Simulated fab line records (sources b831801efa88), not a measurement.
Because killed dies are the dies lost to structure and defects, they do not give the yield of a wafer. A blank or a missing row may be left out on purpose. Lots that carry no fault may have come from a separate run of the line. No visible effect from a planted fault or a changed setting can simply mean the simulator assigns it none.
Chamber matching -- flow sfq-line -- pecvd-02 running SFQ_TRILAYER_I2_DEP_PECVD_063: 3 sister chambers
The step deposits SiO2 from SiH4/N2O, time 111.11 s, target thk 500 nm. 3 wafers are shown with their chamber, then 8 later ones without.

== WAFERS WITH THEIR CHAMBER ==
wafer,chamber,throttle-valve-pct (%)
L882.1,1,25.1
L883.4,0,28.5
L885.3,2,24.1

== WAFERS WHOSE CHAMBER IS MISSING ==
wafer,throttle-valve-pct (%)
L885.5,25.1
L885.6,28.4
L890.2,23.5
L890.4,23.3
L890.6,22.7
L891.1,22.6
L891.3,23.0
L891.5,22.5

== WHICH CHAMBER EACH ONE RAN IN ==
wafer,from the rows above,in truth
L885.5,can't be placed: 1 or 2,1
L885.6,0,0
L890.2,can't be placed: 2 or 1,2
L890.4,can't be placed: 2 or 1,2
L890.6,can't be placed: 2 or 1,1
L891.1,can't be placed: 2 or 1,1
L891.3,can't be placed: 2 or 1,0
L891.5,can't be placed: 2 or 1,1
1 of 8 placed correctly. Not placeable from these rows: 7 (in 6, the candidates include the true chamber). Number placed wrongly: 0.
How it was worked out, from the rows above alone: a wafer's distance from a chamber is the root of the sum, over the readings, of the square of ((its reading less the chamber's mean) divided by the reading's scatter). The wafer belongs to the nearest chamber; if the next one is less than 2 further off, it can't be placed. For every chamber, the mean is computed from those of its wafers that are shown. The scatter: with one shown wafer a chamber, the root of the mean of the squares of how far each hidden wafer lies from its nearest shown one.
